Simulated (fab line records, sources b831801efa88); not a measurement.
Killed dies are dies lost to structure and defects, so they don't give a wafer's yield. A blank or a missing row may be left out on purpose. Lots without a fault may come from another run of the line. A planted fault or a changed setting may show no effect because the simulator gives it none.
Problem report in the 8D (eight disciplines) form, filled by code | flow gf180mcu | the parts of the form that need people (team, actions taken, sign-off) are left out

1. THE PROBLEM
run_length_s at GF_STI_ETCH_14 reads a mean of 135.2 s on 3 wafers of 2 lots; wafers without a fault read 131.0 s with a standard deviation of 0.31. That is +14 standard deviations from the usual mean.
The step: etches Si in HBr/Cl2/O2, target depth 360 nm, time 102.9 s.
First seen on wafer L504.1, day 2 17:29, on rie_si-02. The record holds 35 wafers of 12 lots with a number at this step. Rule for "out", or "out of limits": more than 4 standard deviations from the usual mean. The other wafers with a number count as sound.

2. WHAT IT IS AND WHAT IT IS NOT
question                    | is                     | is not
which readings at this step | run_length_s           | bias_w, drypump_motor_current_A, oes_product_au, throttle_valve_pct
which lots                  | L504, L505             | L501, L502, L503, L514, L519, L520, L521, L522, L523, L524
which wafers of those lots  | L504.1, L505.1, L505.4 | L504.5, L504.6
read on which tools         | rie_si-02              | rie_si-01
when                        | from day 2 17:29       | up to then (11 sound wafers); but 21 sound wafers of L514, L519, L520, L521, L522, L523, L524 came after

3. SUSPECTS, AND WHAT RULES EACH OUT
Counting: a tool at a process step up to the reading stays a suspect if it ran every lot that is out. Sound lots after the first of them don't rule it out here, since some wafers of a struck lot are sound.
- rie_si-02 at GF_STI_ETCH_14 (etches Si in HBr/Cl2/O2, target depth 360 nm, time 102.9 s): kept. It ran every lot that is out, first L504 (day 2 17:29); its last sound lot up to then is L503 (day 2 12:06). Its own readings are out on those wafers: run_length_s.
Left after counting: rie_si-02 at GF_STI_ETCH_14.

4. THE CAUSE (what the simulator had put in)
Process parameter drift: rie_si-02, from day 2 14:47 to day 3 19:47, at GF_STI_ETCH_14. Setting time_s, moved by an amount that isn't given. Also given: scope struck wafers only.
Counting left only this tool.

5. THE CHAIN OF EFFECTS, in route order
Each row: a reading whose mean over the struck wafers that have a number lies more than 3 standard deviations from the usual. Only readings for which the record gives a usual standard deviation are gone through. hours: the time from each lot's start at the first step in this table that gives one to its start at this step, as a median over the lots. sigmas: the change in usual standard deviations.
hours | step           | reading      | usual   | on struck wafers | change | sigmas
0     | GF_STI_ETCH_14 | run_length_s | 131.0 s | 135.2            | +4.2   | +14
The process steps in it:
- GF_STI_ETCH_14: etches Si in HBr/Cl2/O2, target depth 360 nm, time 102.9 s.
Later measuring or inspecting steps at which every struck wafer that the step has a row for has a number for every such reading, and none has moved that far: GF_STI_THK_MEAS_24.

6. WHAT WOULD HAVE CAUGHT IT SOONER
In this record the first reading out of limits was taken at day 2 17:29, 3 hours after the fault began at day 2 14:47.
